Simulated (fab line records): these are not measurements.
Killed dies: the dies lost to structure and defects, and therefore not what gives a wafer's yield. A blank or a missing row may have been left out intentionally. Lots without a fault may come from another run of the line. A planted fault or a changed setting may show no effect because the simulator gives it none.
The tool behind it: which one? ; flow gf180mcu ; Sampling: 13 lots, 39 wafers, 4 of 602 route steps

== WHAT THE GAUGES READ, wafer by wafer ==
GF_V1_THK_MEAS_01. Usual: V1_CVD_00_THK 609 nm, standard deviation 8.7.
lot;measured;on;V1_CVD_00_THK (nm);flag
L245;day 17 12:50;film-metro-02;594 605 601;
L244;day 17 17:01;film-metro-03;593 608 586;
L247;day 18 09:32;film-metro-02;600 600 603;
L248;day 18 11:34;film-metro-02;591 602 604;
L252;day 19 23:55;film-metro-02;614 607 618;
L253;day 20 08:01;film-metro-02;607 613 607;
L259;day 22 16:53;film-metro-03;604 612 623;
L261;day 24 01:13;film-metro-03;604 610 611;
L262;day 24 11:16;film-metro-02;612 606 607;
L263;day 24 11:18;film-metro-04;609 614 621;
L265;day 24 22:40;film-metro-03;610 610 608;
L264;day 25 05:52;film-metro-02;618 604 610;
L266;day 25 11:28;film-metro-04;611 614 600;

GF_V1_BOW_MEAS_05. Usual: V1_BOW 84 um, standard deviation 7.8.
lot;measured;on;V1_BOW (um);flag
L245;day 17 13:22;film-metro-04;87 93 87;
L244;day 17 17:30;film-metro-04;74 76 74;
L247;day 18 10:04;film-metro-04;89 88 94;
L248;day 18 12:07;film-metro-04;85 83 86;
L252;day 20 00:25;film-metro-02;91 80 90;
L253;day 20 08:31;film-metro-03;85 85 76;
L259;day 22 17:25;film-metro-03;80 74 87;
L261;day 24 01:47;film-metro-04;102 83 87;
L262;day 24 11:46;film-metro-04;92 89 84;
L263;day 24 11:49;film-metro-03;81 90 95;
L265;day 24 23:10;film-metro-04;79 85 81;
L264;day 25 06:22;film-metro-03;82 89 80;
L266;day 25 11:57;film-metro-04;90 88 102;

== TOOL THAT RAN EACH LOT (tool first, then ch and the chambers of the sampled wafers, then the start) ==
lot;GF_CONTACT_STRIP_18;GF_M1_SPUTTER_04
L245;plasma-asher-03 ch 0,1, day 16 12:07;pvd-sputter-03, day 16 13:14
L244;plasma-asher-03 ch 0, day 16 16:38;pvd-sputter-03, day 16 17:48
L247;plasma-asher-03 ch 0,1, day 17 08:46;pvd-sputter-03, day 17 09:57
L248;plasma-asher-02 ch 0,1, day 17 10:21;pvd-sputter-01, day 17 11:31
L252;plasma-asher-03 ch 0,1, day 18 22:03;pvd-sputter-01, day 18 23:10
L253;plasma-asher-01 ch 0,1, day 19 06:40;pvd-sputter-01, day 19 07:50
L259;plasma-asher-02 ch 0,1, day 21 15:56;pvd-sputter-01, day 21 17:04
L261;plasma-asher-01 ch 0,1, day 23 00:00;pvd-sputter-03, day 23 01:07
L262;plasma-asher-02 ch 0,1, day 23 10:28;pvd-sputter-03, day 23 11:38
L263;plasma-asher-01 ch 0,1, day 23 10:49;pvd-sputter-02, day 23 11:58
L265;plasma-asher-01 ch 0,1, day 23 22:54;pvd-sputter-02, day 24 00:10
L264;plasma-asher-03 ch 0,1, day 24 05:37;pvd-sputter-03, day 24 07:02
L266;plasma-asher-02 ch 0,1, day 24 12:25;pvd-sputter-01, day 24 13:34
- GF_CONTACT_STRIP_18: strips in O2/N2.
- GF_M1_SPUTTER_04: material TiN, target thk 50 nm, time 41.7 s.

== WHAT THE TOOLS THEMSELVES READ (means of the sampled wafers that have a number; where no wafer has one, the mark that the record gives instead) ==
GF_CONTACT_STRIP_18. Usual: drypump-motor-current-A 5.8 A, standard deviation 0.42; heater-power-w 308 W, standard deviation 13; oes-product-au 0.580 a.u., standard deviation 0.0049.
lot;tool;drypump-motor-current-A (A);heater-power-w (W);oes-product-au (a.u.);flag
L245;plasma-asher-03;6.3;305;0.582;
L244;plasma-asher-03;5.9;321;0.577;
L247;plasma-asher-03;6.1;309;0.579;
L248;plasma-asher-02;5.6;325;0.582;
L252;plasma-asher-03;6.4;308;0.585;
L253;plasma-asher-01;5.8;295;0.576;
L259;plasma-asher-02;5.6;323;0.580;
L261;plasma-asher-01;5.7;288;0.576;
L262;plasma-asher-02;5.4;317;0.578;
L263;plasma-asher-01;5.8;299;0.579;
L265;plasma-asher-01;5.8;299;0.586;
L264;plasma-asher-03;6.1;309;0.580;
L266;plasma-asher-02;5.4;321;0.574;

GF_M1_SPUTTER_04. Usual: chamber-pressure-pa 0.4000 Pa, standard deviation 0.00079; throttle-valve-pct 30.4 %, standard deviation 1.5.
lot;tool;chamber-pressure-pa (Pa);throttle-valve-pct (%);flag
L245;pvd-sputter-03;0.4005;30.1;
L244;pvd-sputter-03;0.3998;30.1;
L247;pvd-sputter-03;0.3999;29.1;
L248;pvd-sputter-01;0.3995;31.1;
L252;pvd-sputter-01;0.3008;36.6;OFF
L253;pvd-sputter-01;0.3026;36.8;OFF
L259;pvd-sputter-01;0.4002;32.1;
L261;pvd-sputter-03;0.3999;30.4;
L262;pvd-sputter-03;0.4004;30.4;
L263;pvd-sputter-02;0.3998;29.4;
L265;pvd-sputter-02;0.3992;29.8;
L264;pvd-sputter-03;0.3993;29.5;
L266;pvd-sputter-01;0.3993;31.6;

== THE ANSWER, worked out from the rows above alone ==
Rule: a lot is off if the mean of its wafers that have a number lies more than 3 standard deviations from the usual mean. A lot without any number at a reading at which 4 lots or more have one is off too. The other lots that the step has rows for count as sound. After the gauges, taken in route order, come the tools' own readings; for these a lot's mean is taken, as printed above. At the first step where some lot is off, the reading lying furthest off is the one used; lots without a number count as furthest.
Off at GF_M1_SPUTTER_04 (chamber-pressure-pa): L252, L253.
If a tool, at that step or one of the process steps before it, ran each lot that is off and ran no sound lot following the first of them, it fits. No candidate that was tried fits.

== WHAT WAS PUT IN BY THE SIMULATOR ==
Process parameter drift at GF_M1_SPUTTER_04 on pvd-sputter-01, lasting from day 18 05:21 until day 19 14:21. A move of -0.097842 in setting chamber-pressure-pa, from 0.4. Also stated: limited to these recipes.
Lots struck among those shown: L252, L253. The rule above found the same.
